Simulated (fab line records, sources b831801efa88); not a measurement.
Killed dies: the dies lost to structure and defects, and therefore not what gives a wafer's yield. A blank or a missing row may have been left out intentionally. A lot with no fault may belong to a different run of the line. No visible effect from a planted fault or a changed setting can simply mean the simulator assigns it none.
Which of the tools did it? ; flow gf180mcu ; Sampling: 14 lots, 42 wafers, 2 of 602 route steps

WHAT THE GAUGES SHOWED, per wafer
GF_PSD_TW_MEAS_11.
lot;measured;on;PSD_TW
L855;day 14 19:14;film metro-01;3161 3194 3179
L856;day 15 10:47;film metro-03;3178 3193 3182
L857;day 15 21:46;film metro-01;3149 3183 3163
L858;day 15 22:40;film metro-01;3176 3157 3156
L859;day 16 04:10;film metro-01;3176 3169 3186
L861;day 17 04:49;film metro-01;3179 3185 3171
L862;day 17 13:57;film metro-02;3232 3253 3236
L863;day 17 21:32;film metro-01;3174 3182 3177
L864;day 18 04:59;film metro-01;3186 3178 3208
L872;day 21 01:02;film metro-03;3143 3141 3143
L873;day 21 04:57;film metro-02;3214 3202 3227
L874;day 21 16:59;film metro-01;3196 3195 3178
L876;day 22 12:39;film metro-02;3230 3224 3225
L877;day 22 23:36;film metro-02;3214 3222 3221

GF_SAB_CD_MEAS_09: the cd target is 420 nm.
lot;measured;on;cd nm (nm)
L855;day 15 17:01;cd sem-02;419.0 418.7 418.0
L856;day 16 09:36;cd sem-02;417.5 419.5 417.9
L857;day 16 20:39;cd sem-02;420.4 420.4 421.3
L858;day 16 21:47;cd sem-01;419.1 418.7 419.0
L859;day 17 03:43;cd sem-01;420.0 417.9 418.4
L861;day 18 05:00;cd sem-02;420.2 417.8 418.8
L862;day 18 13:54;cd sem-02;419.0 420.9 420.0
L863;day 18 21:59;cd sem-02;416.6 418.6 419.1
L864;day 19 05:29;cd sem-02;419.0 416.1 417.9
L872;day 22 01:08;cd sem-01;416.4 415.9 419.2
L873;day 22 04:56;cd sem-02;416.7 415.8 417.0
L874;day 22 16:57;cd sem-01;418.5 417.8 419.3
L876;day 23 12:17;cd sem-01;415.2 416.8 417.4
L877;day 23 22:40;cd sem-01;422.1 421.7 422.0

WHAT TOOL EACH LOT RAN ON (gives the tool, then ch and the chambers of the sampled wafers, and finally the start)
No process step before these readings appears in the record.

AS READ BY THE TOOLS THEMSELVES (means over the sampled wafers that have a number; for cases with no such wafer, the mark the record gives instead)
The record holds no such reading with a usual standard deviation.

THE ANSWER, worked out from the rows above alone
Rule: usual is defined by the lots themselves. The widest of any qualifying gaps counts: lots, ordered by their means at a reading, are off when they make up no more than a third of the lots, leave a main group of 4 or more, and stand apart from it by 3 or more times the standard deviation of that group's means. A main group is skipped when, at the precision printed for the reading in the tables above, its means are all equal. A lot without any number at a reading at which 4 lots or more have one is off too. Where the step has rows for the other lots, those lots are counted as sound. First the gauges in route order, then the tools' own readings, where a lot's mean is used as printed above. At the first step where some lot is off, the reading lying furthest off is the one used; lots without a number count as furthest.
Across all readings shown, no lot is off: no conclusion can be drawn from this.

WHAT THE SIMULATOR PUT IN
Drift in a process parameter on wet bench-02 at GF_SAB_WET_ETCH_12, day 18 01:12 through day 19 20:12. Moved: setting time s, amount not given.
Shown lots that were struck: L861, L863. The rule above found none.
